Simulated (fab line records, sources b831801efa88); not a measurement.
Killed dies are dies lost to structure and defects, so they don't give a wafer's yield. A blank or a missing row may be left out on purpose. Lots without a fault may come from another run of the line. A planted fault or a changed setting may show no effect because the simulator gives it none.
Tool commonality check | flow gf180mcu | 11 lots, 33 wafers sampled

WHY IT WAS OPENED
At GF_M2_RS_MEAS_05 the reading M2_ALCU_RS is flagged on 2 of 11 lots. Wafers without a fault read 0.0693 ohm/sq, standard deviation 0.00076.
Rule: a lot is flagged when every wafer of it that has a number lies more than 4 standard deviations from that mean, or none has a number. The other lots count as sound.

lot  | measured     | on            | M2_ALCU_RS (ohm/sq), wafer by wafer | flag
L164 | day 18 07:38 | film_metro-03 | 0.0692 0.0701 0.0700                |
L166 | day 19 06:05 | film_metro-04 | 0.0682 0.0686 0.0683                |
L173 | day 22 05:27 | film_metro-02 | 0.0747 0.0753 0.0757                | FLAGGED
L174 | day 22 10:23 | film_metro-02 | 0.0744 0.0733 0.0739                | FLAGGED
L177 | day 23 09:27 | film_metro-04 | 0.0701 0.0707 0.0700                |
L179 | day 24 02:05 | film_metro-02 | 0.0693 0.0696 0.0696                |
L182 | day 25 03:44 | film_metro-02 | 0.0700 0.0708 0.0702                |
L181 | day 25 04:51 | film_metro-03 | 0.0694 0.0689 0.0688                |
L183 | day 25 08:34 | film_metro-04 | 0.0681 0.0691 0.0690                |
L184 | day 25 18:42 | film_metro-02 | 0.0692 0.0690 0.0693                |
L185 | day 26 06:49 | film_metro-03 | 0.0692 0.0692 0.0692                |
The numbers of the flagged lots are 0.0746 ohm/sq on average: +0.0053 ohm/sq against the usual, or +7 standard deviations.

WHICH TOOL RAN EACH LOT
The record holds 2 process steps before the reading, out of a route of 602 steps. In each cell: the tool, then ch and the chambers that the sampled wafers went through, then the start.
lot  | flag    | GF_V1_CMP_04                  | GF_M2_SPUTTER_02
L164 |         | cmp-02 ch 0,1,2, day 17 06:29 | pvd_sputter-03, day 18 07:29
L166 |         | cmp-01 ch 1,2,3, day 18 03:32 | pvd_sputter-03, day 19 06:00
L173 | FLAGGED | cmp-02 ch 0,1,2, day 21 03:46 | pvd_sputter-04, day 22 05:22
L174 | FLAGGED | cmp-02 ch 0,1, day 21 08:29   | pvd_sputter-04, day 22 10:16
L177 |         | cmp-01 ch 2,3, day 22 07:52   | pvd_sputter-03, day 23 09:22
L179 |         | cmp-02 ch 0,2,3, day 23 01:37 | pvd_sputter-03, day 24 02:00
L182 |         | cmp-02 ch 0,1, day 24 03:46   | pvd_sputter-03, day 25 03:37
L181 |         | cmp-01 ch 0,2,3, day 24 04:58 | pvd_sputter-04, day 25 04:43
L183 |         | cmp-01 ch 0,3, day 24 08:19   | pvd_sputter-03, day 25 08:29
L184 |         | cmp-02 ch 1,2,3, day 24 18:52 | pvd_sputter-02, day 25 18:37
L185 |         | cmp-02 ch 0,2,3, day 25 07:45 | pvd_sputter-02, day 26 06:42
What these steps do:
- GF_V1_CMP_04: polishes SiO2.
- GF_M2_SPUTTER_02: material AlCu, target thk 450 nm, time 23.9 s.
- GF_M2_RS_MEAS_05: measures by four-point-probe.

FLAGGED OVER TOTAL, TOOL BY TOOL (the gauges that took the reading come last)
step             | tool           | lots run | flagged | share of the flagged lots | sound lots run after its first flagged lot
GF_V1_CMP_04     | cmp-01         | 4        | 0       | none                      | -
GF_V1_CMP_04     | cmp-02         | 7        | 2       | all                       | 4 (L179,L182,L184,L185)
GF_M2_SPUTTER_02 | pvd_sputter-02 | 2        | 0       | none                      | -
GF_M2_SPUTTER_02 | pvd_sputter-03 | 6        | 0       | none                      | -
GF_M2_SPUTTER_02 | pvd_sputter-04 | 3        | 2       | all                       | 1 (L181)
GF_M2_RS_MEAS_05 | film_metro-02  | 5        | 2       | all                       | 3 (L179,L182,L184)
GF_M2_RS_MEAS_05 | film_metro-03  | 3        | 0       | none                      | -
GF_M2_RS_MEAS_05 | film_metro-04  | 3        | 0       | none                      | -

WHAT THE TABLE ALLOWS
3 rows of the table ran every flagged lot: cmp-02 at GF_V1_CMP_04, pvd_sputter-04 at GF_M2_SPUTTER_02, film_metro-02 at GF_M2_RS_MEAS_05.
- cmp-02 at GF_V1_CMP_04: 2 of its 7 lots flagged. Sound lots ran on it after the first flagged one (L179, L182, L184, L185), which a lasting fault on the whole tool wouldn't allow.
- pvd_sputter-04 at GF_M2_SPUTTER_02: 2 of its 3 lots flagged. Sound lots ran on it after the first flagged one (L181), which a lasting fault on the whole tool wouldn't allow.
- film_metro-02 at GF_M2_RS_MEAS_05: 2 of its 5 lots flagged. Sound lots ran on it after the first flagged one (L179, L182, L184), which a lasting fault on the whole tool wouldn't allow.
No row of the table ran every flagged lot and no sound lot after the first.

WHAT THE SIMULATOR HAD PUT IN
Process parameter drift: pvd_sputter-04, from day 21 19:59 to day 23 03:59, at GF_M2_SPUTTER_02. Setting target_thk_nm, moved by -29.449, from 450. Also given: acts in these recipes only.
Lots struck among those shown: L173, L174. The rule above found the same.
